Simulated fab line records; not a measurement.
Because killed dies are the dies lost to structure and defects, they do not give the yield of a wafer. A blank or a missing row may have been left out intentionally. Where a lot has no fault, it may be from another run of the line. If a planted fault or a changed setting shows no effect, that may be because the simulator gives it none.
fab line records | flow sky130
record: lots: 5 wafers: 15 lastDay: 49
route steps=708 shown LDD_N@253 LDD_P@255 LDD_HVN@267 LDD_HVP@278 LDD_LDN@289
lots that met no fault: taken from a fault-free run of the same line
startH: hours from the record's first day to the start of the lot's first wafer shown | waitH: hours from the lot's prior step to this one | " as in the row above | L1.1+2: several wafers, shown together as one row | - either no value or no given start | * or withheld: withheld | < > ~ a bound
route shown NAME@n: NAME is a module with steps in the file, n the number in the route of the first one | usual: mean/standard deviation of fault-free wafers | same: alike in all rows | chamber/n: place in a boat | sites: readings site by site | _std_site: the values' standard deviation | _edge_site: inner sites' mean taken away from outer sites' mean | radiusMm: for every site, how far away it sits from the centre of the wafer | mask NAME#n: copy n | behind: tool/chamber where the wafer was last shaped | hold: reason for holding the lot/hours on hold/outcome of the hold | device: names the non-switching transistor (n, p or np) | end of line: the same wafers' tests at the end of the route | for a step that has no rows: nothing shown but its recipe | killed: count of dies lost to structure and defects at first sort (not the wafer's yield) | map: the dies of a wafer, with x for killed, . for not killed, _ for no die there
set.NAME: the setting the step ran with; set.NAME@STEP: the setting that earlier step ran with | model.NAME: the simulator's own value behind a step, which no gauge read
lots at selected steps of the route; one table per step, one row per wafer
services: from which hour (startH, from the record's first day; less than 0 if before it) a tool's chamber was out of use, for how many hours, and why
== steps ==
step: SKY_LDD_N_STRIP_16
recipe: chemistry: O2/N2 powerW: 1400 pressureMtorr: 1500 platenTempC: withheld o2FlowSccm: 3000 n2FlowSccm: 300 overashFraction: 0.5
usual: drypumpMotorCurrentA: 5.6/0.62 oesProductAu: 0.407/0.0054 stripTimeToEndpointS: 4.319/0.017
columns lot.wafer tool chamber startH waitH drypumpMotorCurrentA oesProductAu rfHoursCounterH stripTimeToEndpointS
L077.1 plasmaAsher-04 0 440.73 0.1 4.9 0.403 36 4.322
L077.2 " 1 " " 6.1 0.399 36 4.327
L077.4 " 0 " " 4.9 0.407 - 4.311
L081.1 plasmaAsher-01 1 467.63 0.1 6.3 0.408 61 4.307
L081.2 " 0 " " 5.2 0.402 61 4.319
L081.6 " 1 " " 6.3 0.394 - 4.311
L083.2 plasmaAsher-04 1 506.56 0.1 6.1 0.410 42 4.286
L083.3 " 0 " " 4.9 0.406 - 4.320
L083.6 " 0 " " 4.9 0.411 - 4.315
L089.1 plasmaAsher-01 1 537.92 0.1 6.3 0.409 68 4.327
L089.5 " 0 " " 5.1 0.403 - 4.314
L089.6 " 1 " " 6.3 0.404 - 4.318
L091.2 plasmaAsher-03 1 553.51 0.1 5.9 0.408 11 4.309
L091.3 " 1 " " 5.8 0.403 - 4.315
L091.5 " 1 " " 5.9 0.405 - 4.337
step: SKY_LDD_N_TW_MEAS_17
usual: LDD_N_TW: 2603/29
columns lot.wafer tool chamber startH waitH LDD_N_TW
L077.1 filmMetro-04 - 440.83 0.1 2642
L077.2 " - " " 2634
L077.4 " - " " 2630
L081.1 filmMetro-03 - 467.73 0.1 2589
L081.2 " - " " 2601
L081.6 " - " " 2604
L083.2 filmMetro-01 - 506.67 0.1 2576
L083.3 " - " " 2577
L083.6 " - " " 2574
L089.1 filmMetro-01 - 538.02 0.1 2575
L089.5 " - " " 2576
L089.6 " - " " 2575
L091.2 filmMetro-03 - 553.62 0.1 2580
L091.3 " - " " 2578
L091.5 " - " " 2575
step: SKY_LDD_P_DEHYDRATE_00
recipe: tempC: 200 timeS: 60
usual: heaterPowerTotalW: 160.37/0.12
columns lot.wafer tool chamber startH waitH heaterPowerTotalW
L077.1 lithoTrack-03 0 455.73 14.9 160.19
L077.2 " 0 " " 160.58
L077.4 " 0 " " 160.30
L081.1 lithoTrack-02 0 482.21 14.5 160.31
L081.2 " 0 " " 160.57
L081.6 " 0 " " 160.29
L083.2 lithoTrack-03 0 521.36 14.7 160.36
L083.3 " 0 " " 160.33
L083.6 " 0 " " 160.55
L089.1 lithoTrack-03 0 552.13 14.1 160.49
L089.5 " 0 " " 160.15
L089.6 " 0 " " 160.30
L091.2 lithoTrack-04 0 567.75 14.1 160.51
L091.3 " 0 " " 160.38
L091.5 " 0 " " 160.30
step: SKY_LDD_P_HMDS_01
recipe: primeTimeS: 60 primeTempC: 120
columns lot.wafer tool chamber startH waitH
L077.1+2+4 lithoTrack-03 0 455.88 0.1
L081.1+2+6 lithoTrack-02 0 482.36 0.1
L083.2+3+6 lithoTrack-03 0 521.51 0.1
L089.1+5+6 lithoTrack-03 0 552.28 0.1
L091.2+3+5 lithoTrack-04 0 567.90 0.1
step: SKY_LDD_P_COAT_02
recipe: resist: NOVOLAK spinRpm: 3000 resistThkNm: 1140
usual: dispensePressureKPa: 46/4
columns lot.wafer tool chamber startH waitH dispensePressureKPa
L077.1 lithoTrack-03 0 456.03 0.1 42
L077.2 " 0 " " 42
L077.4 " 0 " " 42
L081.1 lithoTrack-02 0 482.51 0.1 49
L081.2 " 0 " " 49
L081.6 " 0 " " 49
L083.2 lithoTrack-03 0 521.66 0.1 42
L083.3 " 0 " " 42
L083.6 " 0 " " 42
L089.1 lithoTrack-03 0 552.43 0.1 42
L089.5 " 0 " " 42
L089.6 " 0 " " 42
L091.2 lithoTrack-04 0 568.05 0.1 51
L091.3 " 0 " " 51
L091.5 " 0 " " 51
step: SKY_LDD_P_SOFTBAKE_03
recipe: tempC: 90 timeS: 60 resist: NOVOLAK
usual: heaterPowerTotalW: 56.60/0.044
columns lot.wafer tool chamber startH waitH heaterPowerTotalW
L077.1 lithoTrack-03 0 456.18 0.1 56.61
L077.2 " 0 " " 56.64
L077.4 " 0 " " 56.56
L081.1 lithoTrack-02 0 482.66 0.1 56.59
L081.2 " 0 " " 56.54
L081.6 " 0 " " 56.65
L083.2 lithoTrack-03 0 521.81 0.1 56.66
L083.3 " 0 " " 56.54
L083.6 " 0 " " 56.59
L089.1 lithoTrack-03 0 552.58 0.1 56.60
L089.5 " 0 " " 56.61
L089.6 " 0 " " 56.55
L091.2 lithoTrack-04 0 568.20 0.1 56.61
L091.3 " 0 " " 56.70
L091.5 " 0 " " 56.57
step: SKY_LDD_P_EXPOSE_04
recipe: maskId: PSDM na: 0.6 sourceShape: conventional sigmaOuter: 0.6 polarization: unpolarized targetCdNm: 380 doseMj: 138
columns lot.wafer tool chamber startH waitH mask
L077.1+2+4 ilineStepper-01 0 - - PSDM#0
L081.1+2+6 ilineStepper-02 0 - - PSDM#0
L083.2+3+6 ilineStepper-01 0 - - PSDM#0
L089.1+5+6 ilineStepper-02 0 - - PSDM#0
L091.2+3+5 ilineStepper-02 0 - - PSDM#0
step: SKY_LDD_P_PEB_05
recipe: tempC: withheld timeS: * resist: NOVOLAK
columns lot.wafer tool chamber startH waitH
L077.1+2+4 lithoTrack-03 0 - -
L081.1+2+6 lithoTrack-04 0 - -
L083.2+3+6 lithoTrack-03 0 - -
L089.1+5+6 lithoTrack-03 0 - -
L091.2+3+5 lithoTrack-03 0 - -
step: SKY_LDD_P_DEVELOP_06
recipe: resist: NOVOLAK developer: TMAH developTimeS: 60 devTempC: 23
same: developTimeS: 60
columns lot.wafer tool chamber startH waitH
L077.1+2+4 lithoTrack-03 0 472.43 0.1
L081.1+2+6 lithoTrack-04 0 498.33 0.1
L083.2+3+6 lithoTrack-03 0 537.21 0.1
L089.1+5+6 lithoTrack-03 0 567.48 0.1
L091.2+3+5 lithoTrack-03 0 582.66 0.1
step: SKY_LDD_P_CD_MEAS_07
recipe: targetCdNm: 380
usual: cdNm: 381.1/2.5
columns lot.wafer tool chamber startH waitH cdNm
L077.1 cdSem-01 - 472.58 0.1 383.1
L077.2 " - " " 385.6
L077.4 " - " " 385.8
L081.1 cdSem-01 - 498.48 0.1 381.2
L081.2 " - " " 378.2
L081.6 " - " " 381.4
L083.2 cdSem-01 - 537.35 0.1 383.6
L083.3 " - " " 382.2
L083.6 " - " " 380.9
L089.1 cdSem-02 - 567.63 0.1 382.3
L089.5 " - " " 380.7
L089.6 " - " " 382.7
L091.2 cdSem-02 - 582.80 0.1 380.9
L091.3 " - " " 382.7
L091.5 " - " " 380.1
step: SKY_LDD_P_OVL_MEAS_08
usual: LDD_P_OVL: -0.7/1.4
columns lot.wafer tool chamber startH waitH LDD_P_OVL[nm]
L077.1 overlay-01 - 472.70 0.1 -2.0
L077.2 " - " " 0.5
L077.4 " - " " -2.0
L081.1 overlay-02 - 498.60 0.1 2.2
L081.2 " - " " 3.2
L081.6 " - " " 2.4
L083.2 overlay-01 - 537.46 0.1 0.2
L083.3 " - " " -1.1
L083.6 " - " " -0.2
L089.1 overlay-01 - 567.75 0.1 0.0
L089.5 " - " " 0.0
L089.6 " - " " 1.1
L091.2 overlay-01 - 582.91 0.1 -0.4
L091.3 " - " " -1.3
L091.5 " - " " -0.3
step: SKY_LDD_P_IMPLANT_09
recipe: species: BF2 energyKev: 25 doseCm2: 1e+13 tiltDeg: withheld
columns lot.wafer tool chamber startH waitH
L077.1+2+4 implanter-03 0 472.74 0.0
L081.1+2+6 implanter-03 0 498.63 0.0
L083.2+3+6 implanter-02 0 537.51 0.0
L089.1+5+6 implanter-02 0 567.79 0.0
L091.2+3+5 implanter-04 0 582.96 0.0
step: SKY_LDD_P_STRIP_10
recipe: chemistry: O2/N2 powerW: 1400 pressureMtorr: 1500 platenTempC: withheld o2FlowSccm: 3000 n2FlowSccm: 300 overashFraction: 0.5
usual: drypumpMotorCurrentA: 5.7/0.51 oesProductAu: 0.716/0.0048 stripTimeToEndpointS: 14.19/0.047
columns lot.wafer tool chamber startH waitH drypumpMotorCurrentA oesProductAu rfHoursCounterH stripTimeToEndpointS
L077.1 plasmaAsher-03 1 472.89 0.1 5.8 0.721 3 14.24
L077.2 " 0 " " 4.8 0.715 3 14.24
L077.4 " 1 " " 5.8 0.714 - 14.26
L081.1 plasmaAsher-02 0 498.78 0.1 6.0 0.717 81 14.16
L081.2 " 1 " " 5.8 0.715 81 14.14
L081.6 " 1 " " 5.8 0.712 - 14.15
L083.2 plasmaAsher-02 1 537.64 0.1 5.8 0.714 85 14.19
L083.3 " 1 " " 5.8 0.713 - 14.20
L083.6 " 1 " " 5.8 0.711 - 14.18
L089.1 plasmaAsher-01 1 567.94 0.1 6.3 0.718 70 14.14
L089.5 " 1 " " 6.3 0.708 - 14.12
L089.6 " 0 " " 5.1 0.711 - 14.15
L091.2 plasmaAsher-02 0 583.09 0.1 6.0 0.712 89 14.17
L091.3 " 1 " " 5.8 0.726 - 14.15
L091.5 " 0 " " 6.0 0.719 - 14.18
step: SKY_LDD_P_TW_MEAS_11
usual: LDD_P_TW: 642/5.9
columns lot.wafer tool chamber startH waitH LDD_P_TW
L077.1 filmMetro-03 - 472.99 0.1 640
L077.2 " - " " 640
L077.4 " - " " 638
L081.1 filmMetro-03 - 498.88 0.1 643
L081.2 " - " " 639
L081.6 " - " " 642
L083.2 filmMetro-02 - 537.75 0.1 636
L083.3 " - " " 641
L083.6 " - " " 638
L089.1 filmMetro-04 - 568.04 0.1 648
L089.5 " - " " 647
L089.6 " - " " 649
L091.2 filmMetro-03 - 583.20 0.1 637
L091.3 " - " " 635
L091.5 " - " " 637
step: SKY_LDD_HVN_DEHYDRATE_00
recipe: tempC: 200 timeS: 60
usual: heaterPowerTotalW: 160.38/0.12
columns lot.wafer tool chamber startH waitH heaterPowerTotalW
L077.1 lithoTrack-01 0 487.45 14.4 160.51
L077.2 " 0 " " 160.50
L077.4 " 0 " " 160.41
L081.1 lithoTrack-02 0 513.41 14.5 160.48
L081.2 " 0 " " 160.56
L081.6 " 0 " " 160.49
L083.2 lithoTrack-02 0 552.03 14.3 160.23
L083.3 " 0 " " 160.56
L083.6 " 0 " " 160.39
L089.1 lithoTrack-04 0 582.22 14.2 160.53
L089.5 " 0 " " 160.48
L089.6 " 0 " " 160.26
L091.2 lithoTrack-01 0 597.47 14.3 160.54
L091.3 " 0 " " 160.28
L091.5 " 0 " " 160.35
step: SKY_LDD_HVN_HMDS_01
recipe: primeTimeS: 60 primeTempC: 120
columns lot.wafer tool chamber startH waitH
L077.1+2+4 lithoTrack-01 0 487.60 0.1
L081.1+2+6 lithoTrack-02 0 513.56 0.1
L083.2+3+6 lithoTrack-02 0 552.18 0.1
L089.1+5+6 lithoTrack-04 0 582.37 0.1
L091.2+3+5 lithoTrack-01 0 597.62 0.1
step: SKY_LDD_HVN_COAT_02
recipe: resist: NOVOLAK spinRpm: 3000 resistThkNm: 300
usual: dispensePressureKPa: 52/4.6
columns lot.wafer tool chamber startH waitH dispensePressureKPa
L077.1 lithoTrack-01 0 487.75 0.1 59
L077.2 " 0 " " 60
L077.4 " 0 " " 60
L081.1 lithoTrack-02 0 513.71 0.1 49
L081.2 " 0 " " 49
L081.6 " 0 " " 49
L083.2 lithoTrack-02 0 552.33 0.1 49
L083.3 " 0 " " 49
L083.6 " 0 " " 49
L089.1 lithoTrack-04 0 582.52 0.1 51
L089.5 " 0 " " 51
L089.6 " 0 " " 51
L091.2 lithoTrack-01 0 597.77 0.1 60
L091.3 " 0 " " 60
L091.5 " 0 " " 60
step: SKY_LDD_HVN_SOFTBAKE_03
recipe: tempC: 90 timeS: 60 resist: NOVOLAK
usual: heaterPowerTotalW: 56.60/0.046
columns lot.wafer tool chamber startH waitH heaterPowerTotalW
L077.1 lithoTrack-01 0 487.90 0.1 56.62
L077.2 " 0 " " 56.60
L077.4 " 0 " " 56.54
L081.1 lithoTrack-02 0 513.86 0.1 56.66
L081.2 " 0 " " 56.53
L081.6 " 0 " " 56.61
L083.2 lithoTrack-02 0 552.48 0.1 56.51
L083.3 " 0 " " 56.54
L083.6 " 0 " " 56.49
L089.1 lithoTrack-04 0 582.67 0.1 56.62
L089.5 " 0 " " 56.63
L089.6 " 0 " " 56.52
L091.2 lithoTrack-01 0 597.92 0.1 56.66
L091.3 " 0 " " 56.59
L091.5 " 0 " " 56.63
step: SKY_LDD_HVN_EXPOSE_04
recipe: maskId: HVNTM na: 0.6 sourceShape: conventional sigmaOuter: 0.6 polarization: unpolarized targetCdNm: 700 doseMj: 127
columns lot.wafer tool chamber startH waitH mask
L077.1+2+4 ilineStepper-02 0 - - HVNTM#0
L081.1+2+6 ilineStepper-02 0 - - HVNTM#0
L083.2+3+6 ilineStepper-01 0 - - HVNTM#0
L089.1+5+6 ilineStepper-01 0 - - HVNTM#0
L091.2+3+5 ilineStepper-02 0 - - HVNTM#0
step: SKY_LDD_HVN_PEB_05
recipe: tempC: withheld timeS: * resist: NOVOLAK
columns lot.wafer tool chamber startH waitH
L077.1+2+4 lithoTrack-02 0 - -
L081.1+2+6 lithoTrack-04 0 - -
L083.2+3+6 lithoTrack-02 0 - -
L089.1+5+6 lithoTrack-01 0 - -
L091.2+3+5 lithoTrack-04 0 - -
step: SKY_LDD_HVN_DEVELOP_06
recipe: resist: NOVOLAK developer: TMAH developTimeS: 60 devTempC: 23
same: developTimeS: 60
columns lot.wafer tool chamber startH waitH
L077.1+2+4 lithoTrack-02 0 503.26 0.1
L081.1+2+6 lithoTrack-04 0 529.12 0.1
L083.2+3+6 lithoTrack-02 0 567.38 0.1
L089.1+5+6 lithoTrack-01 0 596.95 0.1
L091.2+3+5 lithoTrack-04 0 612.15 0.1
step: SKY_LDD_HVN_OVL_MEAS_07
usual: LDD_HVN_OVL: -1.1/1.3
columns lot.wafer tool chamber startH waitH LDD_HVN_OVL[nm]
L077.1 overlay-02 - 503.41 0.1 -1.8
L077.2 " - " " -3.4
L077.4 " - " " -1.8
L081.1 overlay-02 - 529.27 0.1 -3.3
L081.2 " - " " -1.1
L081.6 " - " " -2.4
L083.2 overlay-01 - 567.51 0.1 -0.8
L083.3 " - " " -1.6
L083.6 " - " " -1.9
L089.1 overlay-01 - 597.10 0.1 2.6
L089.5 " - " " -1.2
L089.6 " - " " -1.2
L091.2 overlay-01 - 612.28 0.1 0.3
L091.3 " - " " -2.2
L091.5 " - " " -0.9
step: SKY_LDD_HVN_IMPLANT_08
recipe: species: P energyKev: 60 doseCm2: 3e+13 tiltDeg: 40
columns lot.wafer tool chamber startH waitH
L077.1+2+4 implanter-01 0 503.44 0.0
L081.1+2+6 implanter-01 0 529.31 0.0
L083.2+3+6 implanter-04 0 567.57 0.0
L089.1+5+6 implanter-04 0 597.13 0.0
L091.2+3+5 implanter-03 0 612.34 0.0
step: SKY_LDD_HVN_STRIP_09
recipe: chemistry: O2/N2 powerW: 1400 pressureMtorr: 1500 platenTempC: withheld o2FlowSccm: 3000 n2FlowSccm: 300 overashFraction: 0.5
usual: drypumpMotorCurrentA: 5.7/0.49 oesProductAu: 0.408/0.0045 stripTimeToEndpointS: 4.135/0.016
columns lot.wafer tool chamber startH waitH drypumpMotorCurrentA oesProductAu rfHoursCounterH stripTimeToEndpointS
L077.1 plasmaAsher-02 1 503.59 0.1 5.8 0.401 81 4.140
L077.2 " 0 " " 6.0 0.404 81 4.137
L077.4 " 0 " " 6.0 0.413 - 4.131
L081.1 plasmaAsher-02 0 529.46 0.1 6.0 0.403 84 4.111
L081.2 " 1 " " 5.8 0.406 84 4.157
L081.6 " 0 " " 6.0 0.408 - 4.129
L083.2 plasmaAsher-04 1 567.69 0.1 6.2 0.405 48 4.126
L083.3 " 1 " " 6.2 0.408 - 4.126
L083.6 " 0 " " 4.9 0.405 - 4.149
L089.1 plasmaAsher-03 1 597.28 0.1 5.8 0.406 16 4.117
L089.5 " 0 " " 4.8 0.404 - 4.120
L089.6 " 1 " " 5.8 0.406 - 4.135
L091.2 plasmaAsher-04 0 612.46 0.1 4.8 0.412 53 4.116
L091.3 " 1 " " 6.2 0.410 - 4.139
L091.5 " 1 " " 6.2 0.414 - 4.117
step: SKY_LDD_HVN_TW_MEAS_10
usual: LDD_HVN_TW: 1437/7.7
columns lot.wafer tool chamber startH waitH LDD_HVN_TW
L077.1 filmMetro-03 - 503.69 0.1 1455
L077.2 " - " " 1450
L077.4 " - " " 1450
L081.1 filmMetro-01 - 529.56 0.1 1434
L081.2 " - " " 1427
L081.6 " - " " 1436
L083.2 filmMetro-02 - 567.80 0.1 1437
L083.3 " - " " 1447
L083.6 " - " " 1440
L089.1 filmMetro-02 - 597.38 0.1 1435
L089.5 " - " " 1442
L089.6 " - " " 1439
L091.2 filmMetro-03 - 612.57 0.1 1441
L091.3 " - " " 1435
L091.5 " - " " 1448
step: SKY_LDD_HVP_DEHYDRATE_00
recipe: tempC: 200 timeS: 60
usual: heaterPowerTotalW: 160.36/0.13
columns lot.wafer tool chamber startH waitH heaterPowerTotalW
L077.1 lithoTrack-01 0 517.70 14.0 160.21
L077.2 " 0 " " 160.55
L077.4 " 0 " " 160.44
L081.1 lithoTrack-02 0 543.86 14.3 160.36
L081.2 " 0 " " 160.51
L081.6 " 0 " " 160.34
L083.2 lithoTrack-03 0 581.61 13.8 160.29
L083.3 " 0 " " 160.22
L083.6 " 0 " " 160.49
L089.1 lithoTrack-01 0 611.00 13.6 160.32
L089.5 " 0 " " 160.58
L089.6 " 0 " " 160.18
L091.2 lithoTrack-03 0 626.51 13.9 160.28
L091.3 " 0 " " 160.50
L091.5 " 0 " " 160.53
step: SKY_LDD_HVP_HMDS_01
recipe: primeTimeS: 60 primeTempC: 120
columns lot.wafer tool chamber startH waitH
L077.1+2+4 lithoTrack-01 0 517.85 0.1
L081.1+2+6 lithoTrack-02 0 544.01 0.1
L083.2+3+6 lithoTrack-03 0 581.76 0.1
L089.1+5+6 lithoTrack-01 0 611.15 0.1
L091.2+3+5 lithoTrack-03 0 626.66 0.1
step: SKY_LDD_HVP_COAT_02
recipe: resist: NOVOLAK spinRpm: 3000 resistThkNm: 300
usual: dispensePressureKPa: 50/7.6
columns lot.wafer tool chamber startH waitH dispensePressureKPa
L077.1 lithoTrack-01 0 518.00 0.1 60
L077.2 " 0 " " 60
L077.4 " 0 " " 59
L081.1 lithoTrack-02 0 544.16 0.1 49
L081.2 " 0 " " 49
L081.6 " 0 " " 49
L083.2 lithoTrack-03 0 581.91 0.1 42
L083.3 " 0 " " 42
L083.6 " 0 " " 42
L089.1 lithoTrack-01 0 611.30 0.1 60
L089.5 " 0 " " 60
L089.6 " 0 " " 60
L091.2 lithoTrack-03 0 626.81 0.1 42
L091.3 " 0 " " 42
L091.5 " 0 " " 42
step: SKY_LDD_HVP_SOFTBAKE_03
recipe: tempC: 90 timeS: 60 resist: NOVOLAK
usual: heaterPowerTotalW: 56.59/0.044
columns lot.wafer tool chamber startH waitH heaterPowerTotalW
L077.1 lithoTrack-01 0 518.15 0.1 56.53
L077.2 " 0 " " 56.67
L077.4 " 0 " " 56.58
L081.1 lithoTrack-02 0 544.31 0.1 56.55
L081.2 " 0 " " 56.65
L081.6 " 0 " " 56.57
L083.2 lithoTrack-03 0 582.06 0.1 56.55
L083.3 " 0 " " 56.50
L083.6 " 0 " " 56.62
L089.1 lithoTrack-01 0 611.45 0.1 56.54
L089.5 " 0 " " 56.66
L089.6 " 0 " " 56.60
L091.2 lithoTrack-03 0 626.96 0.1 56.53
L091.3 " 0 " " 56.66
L091.5 " 0 " " 56.52
step: SKY_LDD_HVP_EXPOSE_04
recipe: maskId: HVPTM na: 0.6 sourceShape: conventional sigmaOuter: 0.6 polarization: unpolarized targetCdNm: 700 doseMj: 86
columns lot.wafer tool chamber startH waitH mask
L077.1+2+4 ilineStepper-01 0 - - HVPTM#0
L081.1+2+6 ilineStepper-01 0 - - HVPTM#0
L083.2+3+6 ilineStepper-01 0 - - HVPTM#0
L089.1+5+6 ilineStepper-02 0 - - HVPTM#0
L091.2+3+5 ilineStepper-01 0 - - HVPTM#0
step: SKY_LDD_HVP_PEB_05
recipe: tempC: withheld timeS: * resist: NOVOLAK
columns lot.wafer tool chamber startH waitH
L077.1+2+4 lithoTrack-01 0 - -
L081.1+2+6 lithoTrack-03 0 - -
L083.2+3+6 lithoTrack-02 0 - -
L089.1+5+6 lithoTrack-02 0 - -
L091.2+3+5 lithoTrack-01 0 - -
step: SKY_LDD_HVP_DEVELOP_06
recipe: resist: NOVOLAK developer: TMAH developTimeS: 60 devTempC: 23
same: developTimeS: 60
columns lot.wafer tool chamber startH waitH
L077.1+2+4 lithoTrack-01 0 533.55 0.1
L081.1+2+6 lithoTrack-03 0 559.18 0.1
L083.2+3+6 lithoTrack-02 0 596.93 0.1
L089.1+5+6 lithoTrack-02 0 625.71 0.1
L091.2+3+5 lithoTrack-01 0 641.32 0.1
step: SKY_LDD_HVP_OVL_MEAS_07
usual: LDD_HVP_OVL: -1.9/1.3
columns lot.wafer tool chamber startH waitH LDD_HVP_OVL[nm]
L077.1 overlay-01 - 533.70 0.1 -0.1
L077.2 " - " " 0.0
L077.4 " - " " 0.6
L081.1 overlay-01 - 559.33 0.1 -2.6
L081.2 " - " " -0.3
L081.6 " - " " -2.7
L083.2 overlay-02 - 597.06 0.1 -3.1
L083.3 " - " " -2.0
L083.6 " - " " -2.3
L089.1 overlay-02 - 625.86 0.1 -2.1
L089.5 " - " " -4.0
L089.6 " - " " -2.1
L091.2 overlay-01 - 641.45 0.1 -0.2
L091.3 " - " " -1.3
L091.5 " - " " -0.4
step: SKY_LDD_HVP_IMPLANT_08
recipe: species: B energyKev: 20 doseCm2: 1.7e+13 tiltDeg: 17.9
columns lot.wafer tool chamber startH waitH
L077.1+2+4 implanter-01 0 533.73 0.0
L081.1+2+6 implanter-02 0 559.37 0.0
L083.2+3+6 implanter-02 0 597.21 0.1
L089.1+5+6 implanter-03 0 625.89 0.0
L091.2+3+5 implanter-02 0 641.51 0.0
step: SKY_LDD_HVP_STRIP_09
recipe: chemistry: O2/N2 powerW: 1400 pressureMtorr: 1500 platenTempC: withheld o2FlowSccm: 3000 n2FlowSccm: 300 overashFraction: 0.5
usual: drypumpMotorCurrentA: 5.7/0.55 oesProductAu: 0.408/0.0042 stripTimeToEndpointS: 4.137/0.014
columns lot.wafer tool chamber startH waitH drypumpMotorCurrentA oesProductAu rfHoursCounterH stripTimeToEndpointS
L077.1 plasmaAsher-01 0 533.88 0.1 5.2 0.416 67 4.174
L077.2 " 1 " " 6.3 0.409 67 4.154
L077.4 " 1 " " 6.3 0.404 - 4.143
L081.1 plasmaAsher-01 0 559.52 0.1 5.1 0.403 70 4.143
L081.2 " 1 " " 6.3 0.418 70 4.166
L081.6 " 1 " " 6.3 0.403 - 4.138
L083.2 plasmaAsher-04 1 597.33 0.1 6.2 0.410 51 4.137
L083.3 " 1 " " 6.2 0.405 - 4.122
L083.6 " 0 " " 4.9 0.418 - 4.148
L089.1 plasmaAsher-04 0 626.04 0.1 4.8 0.410 54 4.134
L089.5 " 1 " " 6.2 0.405 - 4.145
L089.6 " 0 " " 4.8 0.406 - 4.141
L091.2 plasmaAsher-04 0 641.63 0.1 4.9 0.416 56 4.157
L091.3 " 0 " " 4.9 0.404 - 4.142
L091.5 " 0 " " 4.9 0.407 - 4.132
step: SKY_LDD_HVP_TW_MEAS_10
usual: LDD_HVP_TW: 459/4.7
columns lot.wafer tool chamber startH waitH LDD_HVP_TW
L077.1 filmMetro-02 - 533.98 0.1 458
L077.2 " - " " 460
L077.4 " - " " 458
L081.1 filmMetro-04 - 559.62 0.1 466
L081.2 " - " " 466
L081.6 " - " " 463
L083.2 filmMetro-04 - 597.44 0.1 465
L083.3 " - " " 464
L083.6 " - " " 460
L089.1 filmMetro-04 - 626.14 0.1 469
L089.5 " - " " 468
L089.6 " - " " 466
L091.2 filmMetro-02 - 641.74 0.1 459
L091.3 " - " " 458
L091.5 " - " " 460
step: SKY_LDD_LDN_DEHYDRATE_00
recipe: tempC: 200 timeS: 60
usual: heaterPowerTotalW: 160.37/0.12
columns lot.wafer tool chamber startH waitH heaterPowerTotalW
L077.1 lithoTrack-04 0 548.22 14.2 160.31
L077.2 " 0 " " 160.38
L077.4 " 0 " " 160.38
L081.1 lithoTrack-04 0 573.47 13.8 160.37
L081.2 " 0 " " 160.32
L081.6 " 0 " " 160.52
L083.2 lithoTrack-04 0 611.10 13.6 160.48
L083.3 " 0 " " 160.35
L083.6 " 0 " " 160.48
L089.1 lithoTrack-04 0 640.08 13.9 160.46
L089.5 " 0 " " 160.20
L089.6 " 0 " " 160.34
L091.2 lithoTrack-04 0 655.25 13.5 160.29
L091.3 " 0 " " 160.29
L091.5 " 0 " " 160.58
step: SKY_LDD_LDN_HMDS_01
recipe: primeTimeS: 60 primeTempC: 120
columns lot.wafer tool chamber startH waitH
L077.1+2+4 lithoTrack-04 0 548.37 0.1
L081.1+2+6 lithoTrack-04 0 573.62 0.1
L083.2+3+6 lithoTrack-04 0 611.25 0.1
L089.1+5+6 lithoTrack-04 0 640.23 0.1
L091.2+3+5 lithoTrack-04 0 655.40 0.1
== services ==
columns tool chamber startH hours kind
plasmaAsher-02 - 416.96 1.8 repair
ilineStepper-02 - 419.26 9.5 repair
plasmaAsher-03 - 430.47 9.0 pm
implanter-03 - 431.88 1.6 repair
plasmaAsher-02 - 431.94 6.0 repair
implanter-01 - 459.96 3.3 pm
plasmaAsher-03 - 475.91 0.8 repair
implanter-04 - 480.13 4.5 pm
ilineStepper-02 - 485.90 2.1 pm
implanter-02 - 491.67 4.3 pm
implanter-04 - 492.84 2.3 repair
implanter-01 - 506.77 0.8 repair
ilineStepper-01 - 513.44 1.7 pm
ilineStepper-01 - 534.72 0.8 repair
ilineStepper-02 - 543.00 7.2 repair
ilineStepper-01 0 551.48 - calibration
plasmaAsher-02 - 586.94 1.7 repair
implanter-01 - 593.57 13.9 pm
implanter-03 - 595.05 4.5 pm
implanter-02 - 609.89 1.9 repair
implanter-04 - 617.21 7.7 pm
implanter-02 - 617.78 1.8 repair
ilineStepper-02 - 617.85 1.7 pm
ilineStepper-01 - 646.50 2.0 repair
== key ==
fault none
